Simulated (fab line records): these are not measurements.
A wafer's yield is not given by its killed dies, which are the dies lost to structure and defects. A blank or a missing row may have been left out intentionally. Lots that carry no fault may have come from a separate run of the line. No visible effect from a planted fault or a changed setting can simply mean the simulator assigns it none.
fab line records    flow sfq_line
record: lots: 7  wafers: 21  last_day: 85
route steps=325 shown I2@107 M3@118
lots with no fault: from the same line, run without faults
start_h: start of the lot's first displayed wafer, in hours after the record's first day    wait_h: hours elapsed since this lot's preceding step    " the same as in the row above    L1.1+2: a row that stands for several wafers    - no value present, or no start provided    * or withheld: withheld    < > ~ a bound
route shown NAME@n: a module of which the file shows steps, and the number in the route of the first    usual: mean/standard deviation taken from wafers without a fault    same: alike in all rows    chamber/n: place in a boat    sites: per-site readings    _std_site: standard deviation across them    _edge_site: mean of outer sites minus mean of inner sites    radius_mm: for every site, how far away it sits from the centre of the wafer    mask NAME#n: copy n    behind: the last tool/chamber to shape the wafer    hold: why the lot was held/for how many hours/how that ended    device: whichever transistor did not switch (one of n, p or np)    end of line: the tests these same wafers got at the end of their route    a step without rows: its recipe alone    killed: the dies lost at the first sort to structure and to defects; this is not the yield of the wafer    map: dies across one wafer; x = killed, . = not, _ = none there
set.NAME: the run value of the setting; set.NAME@STEP: its run value at that earlier step    model.NAME: the simulator's own value behind a step, which no gauge read
a table for each step, a row for each wafer; lots at some steps of the route
services: the hour from which a tool's chamber was out of use, counted from the record's first day as start_h (under 0 if before that day), plus the number of hours and why
== steps ==
step: SFQ_TRILAYER_I2_VIA_LITHO_COAT_072
recipe: resist: BARC  spin_rpm: 3000  resist_thk_nm: 62
step: SFQ_TRILAYER_I2_VIA_LITHO_COAT_067
recipe: resist: KrF  spin_rpm: 3000  resist_thk_nm: 650
step: SFQ_TRILAYER_I2_VIA_LITHO_SOFTBAKE_071
recipe: temp_c: withheld  time_s: withheld  resist: KrF
step: SFQ_TRILAYER_I2_VIA_LITHO_EXPOSE_068
recipe: mask_id: I2  na: 0.6  source_shape: conventional  sigma_outer: 0.65  target_cd_nm: 500  dose_mj: 21.3
step: SFQ_TRILAYER_I2_VIA_LITHO_PEB_070
recipe: peb_temp_c: 115  peb_time_s: 60  resist: KrF
step: SFQ_TRILAYER_I2_VIA_LITHO_DEVELOP_069
recipe: time_s: 60  resist: KrF
step: SFQ_I2_OVL_MEAS_918
usual: I2_OVL: 0/5
lot.wafer  tool        chamber  start_h  wait_h  I2_OVL[nm]
L594.3     overlay-02  -        927.29   0.1     -1
L594.4     "           -        "        "       -3
L594.6     "           -        "        "       0
L596.1     overlay-01  -        959.13   0.1     4
L596.3     "           -        "        "       3
L596.5     "           -        "        "       1
L597.1     overlay-02  -        967.53   0.1     -2
L597.2     "           -        "        "       -3
L597.6     "           -        "        "       6
L598.1     overlay-02  -        984.33   0.1     -1
L598.2     "           -        "        "       -2
L598.4     "           -        "        "       -2
L605.1     overlay-02  -        1002.33  0.1     -13
L605.2     "           -        "        "       -13
L605.3     "           -        "        "       -10
L606.3     overlay-02  -        1006.07  0.1     2
L606.4     "           -        "        "       -4
L606.5     "           -        "        "       1
L609.1     overlay-02  -        1010.98  0.1     3
L609.2     "           -        "        "       0
L609.3     "           -        "        "       4
step: SFQ_TRILAYER_I2_VIA_BARC_OPEN_VIA_ETCH_096
recipe: mask_material: PR  chemistry: O2  target_depth_nm: 125  target: BARC  source_w: 481  bias_w: 80  pressure_mtorr: 30  time_s: 41.7
usual: drypump_motor_current_A: 5.84/0.26  oes_product_au: 0.685/0.0049
lot.wafer  tool         chamber  start_h  wait_h  drypump_motor_current_A  oes_product_au  rf_hours_counter_h
L594.3     rie_diel-02  1        927.32   0.0     5.67                     0.692           1
L594.4     "            3        "        "       5.88                     0.683           8
L594.6     "            3        "        "       5.87                     0.678           -
L596.1     rie_diel-03  1        959.17   0.0     5.96                     0.683           3
L596.3     "            2        "        "       5.72                     0.688           2
L596.5     "            0        "        "       5.79                     0.693           -
L597.1     rie_diel-04  1        967.57   0.0     6.21                     0.692           11
L597.2     "            0        "        "       6.07                     0.693           11
L597.6     "            0        "        "       6.04                     0.694           -
L598.1     rie_diel-03  2        984.37   0.0     5.71                     0.690           2
L598.2     "            3        "        "       5.91                     0.686           1
L598.4     "            1        "        "       5.98                     0.685           3
L605.1     rie_diel-02  2        1002.37  0.0     5.59                     0.681           4
L605.2     "            3        "        "       5.86                     0.686           10
L605.3     "            0        "        "       6.04                     0.674           13
L606.3     rie_diel-03  1        1006.10  0.0     5.94                     0.680           4
L606.4     "            2        "        "       5.71                     0.685           -
L606.5     "            3        "        "       5.92                     0.686           -
L609.1     rie_diel-03  3        1011.02  0.0     5.91                     0.681           2
L609.2     "            2        "        "       5.70                     0.684           2
L609.3     "            1        "        "       5.97                     0.679           4
step: SFQ_TRILAYER_I2_VIA_ETCH_VIA_ETCH_070
recipe: target: SiO2  stop_on: Nb  mask_material: PR  taper_deg: 20  chemistry: CHF3  target_depth_nm: 260  source_w: 500  bias_w: 80  pressure_mtorr: 30  time_s: withheld
usual: drypump_motor_current_A: 5.84/0.26  oes_product_au: 0.855/0.0056
lot.wafer  tool         chamber  start_h  wait_h  drypump_motor_current_A  oes_product_au
L594.3     rie_diel-02  1        927.36   0.0     5.66                     0.857
L594.4     "            3        "        "       5.87                     0.858
L594.6     "            3        "        "       5.87                     0.852
L596.1     rie_diel-03  1        959.21   0.0     5.95                     0.854
L596.3     "            2        "        "       5.72                     0.859
L596.5     "            0        "        "       5.79                     0.854
L597.1     rie_diel-04  1        967.61   0.0     6.19                     0.852
L597.2     "            0        "        "       6.04                     0.849
L597.6     "            0        "        "       6.05                     0.861
L598.1     rie_diel-03  2        984.41   0.0     5.71                     0.851
L598.2     "            3        "        "       5.90                     0.849
L598.4     "            1        "        "       5.97                     0.858
L605.1     rie_diel-02  2        1002.41  0.0     5.60                     0.851
L605.2     "            3        "        "       5.86                     0.853
L605.3     "            0        "        "       6.09                     0.857
L606.3     rie_diel-03  1        1006.14  0.0     5.94                     0.861
L606.4     "            2        "        "       5.70                     0.864
L606.5     "            3        "        "       5.91                     0.859
L609.1     rie_diel-03  3        1011.06  0.0     5.91                     0.857
L609.2     "            2        "        "       5.71                     0.848
L609.3     "            1        "        "       5.99                     0.857
step: SFQ_TRILAYER_I2_VIA_STRIP_STRIP_071
recipe: gas: O2  power_w: 200  platen_temp_c: 40  overash_fraction: 0.65  chemistry: O2  pressure_mtorr: 50
usual: drypump_motor_current_A: 5.9/0.47  oes_product_au: 0.995/0.0087
lot.wafer  tool          chamber  start_h  wait_h  drypump_motor_current_A  oes_product_au  rf_hours_counter_h
L594.3     rie_metal-03  0        927.67   -       5.2                      1.008           -
L594.4     "             1        "        "       5.9                      0.996           -
L594.6     "             0        "        "       5.1                      1.001           -
L596.1     rie_metal-01  1        959.32   -       6.2                      0.992           13
L596.3     "             0        "        "       5.9                      0.986           -
L596.5     "             1        "        "       6.2                      0.989           -
L597.1     rie_metal-03  0        967.72   -       5.1                      1.006           16
L597.2     "             1        "        "       6.0                      1.001           104
L597.6     "             1        "        "       6.0                      1.002           -
L598.1     rie_metal-01  0        984.52   -       5.9                      0.986           91
L598.2     "             1        "        "       6.2                      0.985           17
L598.4     "             1        "        "       6.1                      0.986           -
L605.1     rie_metal-03  1        1002.52  -       5.9                      1.018           110
L605.2     "             0        "        "       5.1                      1.010           22
L605.3     "             0        "        "       5.2                      1.003           -
L606.3     rie_metal-03  1        1006.45  -       6.0                      1.002           -
L606.4     "             0        "        "       5.1                      0.993           -
L606.5     "             1        "        "       6.0                      1.000           -
L609.1     rie_metal-01  1        1011.17  -       6.2                      0.997           21
L609.2     "             0        "        "       5.9                      0.987           94
L609.3     "             0        "        "       6.0                      0.988           -
step: SFQ_TRILAYER_I2_VIA_STRIP_SOLV_CLEAN_072
recipe: chemistry: NMP  temp_c: 70  time_s: 600
step: SFQ_TRILAYER_M3_DEP_PRE_CLEAN_074
recipe: gas: Ar  time_s: 22.5  bias_v: 250
step: SFQ_TRILAYER_M3_DEP_SPUTTER_073
recipe: material: Nb  base_pressure_pa: 1.33e-06  chamber_pressure_pa: 0.1333  substrate_temp_c: 20  resputter_cathode_voltage_v: 400  target_thk_nm: 200  power_w: 2000  time_s: 133.3
usual: base_pressure_pa: 1.33e-06/8.6e-08  cathode_dc_power_W: 2000.0/0.37  substrate_temp_c: 20.00/0.099  throttle_valve_pct: 30.4/1.4
lot.wafer  tool            chamber  start_h  wait_h  base_pressure_pa  cathode_dc_power_W  substrate_temp_c  throttle_valve_pct
L594.3     pvd_sputter-06  -        928.27   0.0     1.35e-06          2000.4              20.02             30.9
L594.4     "               -        "        "       1.08e-06          1999.6              19.96             28.8
L594.6     "               -        "        "       1.57e-06          2000.6              20.07             28.8
L596.1     pvd_sputter-04  -        960.13   0.0     -                 -                   -                 -
L596.3     "               -        "        "       -                 -                   -                 -
L596.5     "               -        "        "       -                 -                   -                 -
L597.1     pvd_sputter-03  -        968.56   0.0     -                 -                   -                 -
L597.2     "               -        "        "       -                 -                   -                 -
L597.6     "               -        "        "       -                 -                   -                 -
L598.1     pvd_sputter-04  -        985.33   0.0     -                 -                   -                 -
L598.2     "               -        "        "       -                 -                   -                 -
L598.4     "               -        "        "       -                 -                   -                 -
L605.1     pvd_sputter-06  -        1003.34  0.0     1.28e-06          2000.0              19.98             27.7
L605.2     "               -        "        "       1.22e-06          1999.6              19.82             28.8
L605.3     "               -        "        "       1.34e-06          2000.0              19.98             30.6
L606.3     pvd_sputter-04  -        1007.05  0.0     1.37e-06          1999.4              20.22             29.7
L606.4     "               -        "        "       1.38e-06          2000.1              20.25             32.3
L606.5     "               -        "        "       1.31e-06          2000.4              20.10             32.2
L609.1     pvd_sputter-04  -        1011.98  0.0     1.31e-06          2000.2              20.19             29.7
L609.2     "               -        "        "       1.25e-06          2000.3              20.04             32.0
L609.3     "               -        "        "       1.35e-06          2000.3              19.86             28.3
step: SFQ_M3_RS_MEAS_919
recipe: thk_meas_gauge: four-point-probe  reads: Nb_of_TRILAYER_M3_DEP_SPUTTER_073
usual: M3_NB_RS: 0.892/0.012
lot.wafer  tool           chamber  start_h  wait_h  M3_NB_RS[ohm/sq]
L594.3     film_metro-04  -        928.40   0.1     0.899
L594.4     "              -        "        "       0.889
L594.6     "              -        "        "       0.891
L596.1     film_metro-03  -        960.22   0.0     -
L596.3     "              -        "        "       -
L596.5     "              -        "        "       -
L597.1     film_metro-04  -        968.65   0.0     -
L597.2     "              -        "        "       -
L597.6     "              -        "        "       -
L598.1     film_metro-04  -        985.42   0.0     -
L598.2     "              -        "        "       -
L598.4     "              -        "        "       -
L605.1     film_metro-03  -        1003.43  0.0     0.897
L605.2     "              -        "        "       0.890
L605.3     "              -        "        "       0.904
L606.3     film_metro-02  -        1007.18  0.1     0.895
L606.4     "              -        "        "       0.875
L606.5     "              -        "        "       0.898
L609.1     film_metro-04  -        1012.07  0.0     0.884
L609.2     "              -        "        "       0.875
L609.3     "              -        "        "       0.874
step: SFQ_TRILAYER_M3_LITHO_COAT_080
recipe: resist: BARC  spin_rpm: 3000  resist_thk_nm: 62
step: SFQ_TRILAYER_M3_LITHO_COAT_075
recipe: resist: KrF  spin_rpm: 3000  resist_thk_nm: 600
step: SFQ_TRILAYER_M3_LITHO_SOFTBAKE_079
recipe: temp_c: withheld  time_s: withheld  resist: KrF
step: SFQ_TRILAYER_M3_LITHO_EXPOSE_076
recipe: mask_id: M3  na: 0.6  source_shape: conventional  sigma_outer: 0.65  target_cd_nm: 500  dose_mj: 14.4
step: SFQ_TRILAYER_M3_LITHO_PEB_078
recipe: peb_temp_c: 115  peb_time_s: 60  resist: KrF
step: SFQ_TRILAYER_M3_LITHO_DEVELOP_077
recipe: time_s: 60  resist: KrF
step: SFQ_M3_OVL_MEAS_921
usual: M3_OVL: -1/5.6
lot.wafer  tool        chamber  start_h  wait_h  M3_OVL[nm]
L594.3     overlay-02  -        1077.27  0.1     -6
L594.4     "           -        "        "       -1
L594.6     "           -        "        "       -3
L596.1     overlay-01  -        1100.06  0.1     -1
L596.3     "           -        "        "       -6
L596.5     "           -        "        "       -7
L597.1     overlay-01  -        1113.95  0.1     5
L597.2     "           -        "        "       2
L597.6     "           -        "        "       2
L598.1     overlay-02  -        1130.40  0.1     7
L598.2     "           -        "        "       -5
L598.4     "           -        "        "       -3
L605.1     overlay-02  -        1150.84  0.1     -1
L605.2     "           -        "        "       0
L605.3     "           -        "        "       4
L606.3     overlay-02  -        1158.05  0.1     4
L606.4     "           -        "        "       -2
L606.5     "           -        "        "       0
L609.1     overlay-02  -        1163.02  0.1     -9
L609.2     "           -        "        "       0
L609.3     "           -        "        "       1
step: SFQ_TRILAYER_M3_BARC_OPEN_METAL_ETCH_100
recipe: mask_material: PR  chemistry: O2  target_depth_nm: 125  target: BARC  icp_w: 600  bias_w: 80  pressure_mtorr: 10  time_s: 41.7
usual: drypump_motor_current_A: 5.7/0.46  oes_product_au: 0.685/0.0051
lot.wafer  tool          chamber  start_h  wait_h  drypump_motor_current_A  oes_product_au  rf_hours_counter_h
L594.3     rie_metal-04  1        1077.31  0.0     5.5                      0.682           -
L594.4     "             0        "        "       5.8                      0.676           -
L594.6     "             1        "        "       5.5                      0.683           -
L596.1     rie_metal-04  1        1100.09  0.0     5.5                      0.683           60
L596.3     "             1        "        "       5.5                      0.695           -
L596.5     "             1        "        "       5.5                      0.690           -
L597.1     rie_metal-04  0        1113.98  0.0     5.8                      0.683           88
L597.2     "             1        "        "       5.5                      0.690           63
L597.6     "             1        "        "       5.5                      0.683           -
L598.1     rie_metal-04  0        1130.44  0.0     5.8                      0.680           90
L598.2     "             1        "        "       5.5                      0.697           66
L598.4     "             1        "        "       5.5                      0.686           -
L605.1     rie_metal-02  1        1150.88  0.0     5.4                      0.684           113
L605.2     "             0        "        "       6.7                      0.694           120
L605.3     "             1        "        "       5.4                      0.684           -
L606.3     rie_metal-02  0        1158.10  0.0     6.7                      0.678           -
L606.4     "             1        "        "       5.4                      0.678           -
L606.5     "             1        "        "       5.4                      0.693           -
L609.1     rie_metal-04  0        1163.05  0.0     5.8                      0.690           96
L609.2     "             1        "        "       5.5                      0.694           72
L609.3     "             0        "        "       5.8                      0.694           -
step: SFQ_TRILAYER_M3_ETCH_METAL_ETCH_078
recipe: target: Nb  stop_on: SiO2  mask_material: PR  chemistry: Cl2/Ar  target_depth_nm: 240  icp_w: 600  bias_w: 80  pressure_mtorr: 10  time_s: 120
usual: drypump_motor_current_A: 5.7/0.46  oes_product_au: 0.894/0.008
lot.wafer  tool          chamber  start_h  wait_h  drypump_motor_current_A  oes_product_au  rf_hours_counter_h
L594.3     rie_metal-04  1        1077.39  0.1     5.5                      0.896           -
L594.4     "             0        "        "       5.8                      0.898           -
L594.6     "             1        "        "       5.5                      0.896           -
L596.1     rie_metal-04  1        1100.15  0.0     5.5                      0.379           60
L596.3     "             1        "        "       5.5                      0.382           -
L596.5     "             1        "        "       5.5                      0.387           -
L597.1     rie_metal-04  0        1114.04  0.0     5.8                      0.376           88
L597.2     "             1        "        "       5.5                      0.373           63
L597.6     "             1        "        "       5.5                      0.377           -
L598.1     rie_metal-04  0        1130.50  0.0     5.8                      0.374           90
L598.2     "             1        "        "       5.5                      0.378           66
L598.4     "             1        "        "       5.5                      0.376           -
L605.1     rie_metal-02  1        1150.94  0.0     5.4                      0.894           113
L605.2     "             0        "        "       6.7                      0.891           120
L605.3     "             1        "        "       5.4                      0.880           -
L606.3     rie_metal-02  0        1158.18  0.1     6.7                      0.883           -
L606.4     "             1        "        "       5.4                      0.898           -
L606.5     "             1        "        "       5.4                      0.896           -
L609.1     rie_metal-04  0        1163.11  0.0     5.8                      0.897           96
L609.2     "             1        "        "       5.5                      0.895           72
L609.3     "             0        "        "       5.8                      0.907           -
step: SFQ_TRILAYER_M3_STRIP_STRIP_079
recipe: gas: O2  power_w: 200  platen_temp_c: 40.75  overash_fraction: 0.65  chemistry: O2  pressure_mtorr: 50
usual: drypump_motor_current_A: 5.7/0.45  oes_product_au: 0.997/0.0084
lot.wafer  tool          chamber  start_h  wait_h  drypump_motor_current_A  oes_product_au  rf_hours_counter_h
L594.3     rie_metal-04  1        1077.68  0.2     5.5                      0.983           -
L594.4     "             0        "        "       5.8                      0.996           -
L594.6     "             1        "        "       5.5                      0.990           -
L596.1     rie_metal-04  1        1100.28  0.1     5.5                      0.991           61
L596.3     "             1        "        "       5.5                      0.992           -
L596.5     "             1        "        "       5.5                      0.988           -
L597.1     rie_metal-04  0        1114.17  0.1     5.8                      0.997           88
L597.2     "             1        "        "       5.5                      0.991           64
L597.6     "             1        "        "       5.5                      0.997           -
L598.1     rie_metal-04  0        1130.62  0.1     5.8                      0.994           91
L598.2     "             1        "        "       5.5                      1.001           66
L598.4     "             1        "        "       5.5                      1.001           -
L605.1     rie_metal-02  1        1151.06  0.1     5.4                      0.994           113
L605.2     "             0        "        "       6.7                      0.984           120
L605.3     "             1        "        "       5.4                      0.986           -
L606.3     rie_metal-02  0        1158.46  0.2     6.7                      0.985           -
L606.4     "             1        "        "       5.4                      0.983           -
L606.5     "             1        "        "       5.4                      0.996           -
L609.1     rie_metal-04  0        1163.24  0.1     5.8                      0.993           96
L609.2     "             1        "        "       5.5                      0.994           72
L609.3     "             0        "        "       5.8                      1.001           -
== services ==
tool            chamber  start_h  hours  kind
rie_metal-03    1        905.97   10.1   repair
rie_diel-02     3        917.00   6.5    repair
rie_diel-03     2        924.04   6.0    repair
rie_diel-04     3        931.54   2.1    repair
rie_diel-04     -        952.51   14.6   pm
pvd_sputter-04  -        964.38   1.5    repair
rie_diel-03     2        965.40   5.1    repair
pvd_sputter-06  -        976.55   5.5    repair
rie_diel-04     1        984.36   6.1    repair
rie_metal-04    -        986.40   0.9    repair
rie_metal-04    -        991.15   1.3    repair
rie_diel-03     0        997.29   20.4   repair
rie_metal-02    -        1005.26  2.1    repair
rie_metal-03    1        1017.44  1.6    repair
rie_diel-04     0        1029.24  7.9    repair
rie_metal-01    -        1035.48  2.8    pm
rie_diel-03     1        1036.34  1.4    repair
rie_diel-04     3        1040.86  10.0   repair
rie_diel-03     1        1059.34  3.5    repair
pvd_sputter-04  -        1086.63  0.9    repair
rie_metal-02    -        1093.76  2.8    pm
rie_metal-02    0        1096.82  3.3    repair
rie_metal-01    1        1110.87  32.2   repair
rie_diel-03     3        1160.19  5.0    repair
== key ==
first_sign: step: SFQ_TRILAYER_M3_DEP_SPUTTER_073  reading: tool_record  direction: missing
effect: step: SFQ_M3_RS_MEAS_919  reading: M3_NB_RS  direction: missing
effect: step: SFQ_TRILAYER_M3_ETCH_METAL_ETCH_078  reading: oes_product_au  direction: down  sigmas: 64  usual: 0.894  struck: 0.378
met_at SFQ_TRILAYER_M3_DEP_SPUTTER_073
struck_wafers L596.1,L596.3,L596.5,L597.1,L597.2,L597.6,L598.1,L598.2,L598.4
fault: kind: skipped_step_whole  tool: pvd_sputter-03,pvd_sputter-04  chamber: -  onset_h: 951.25  steps: SFQ_TRILAYER_M3_DEP_SPUTTER_073  scope: struck_lots_only
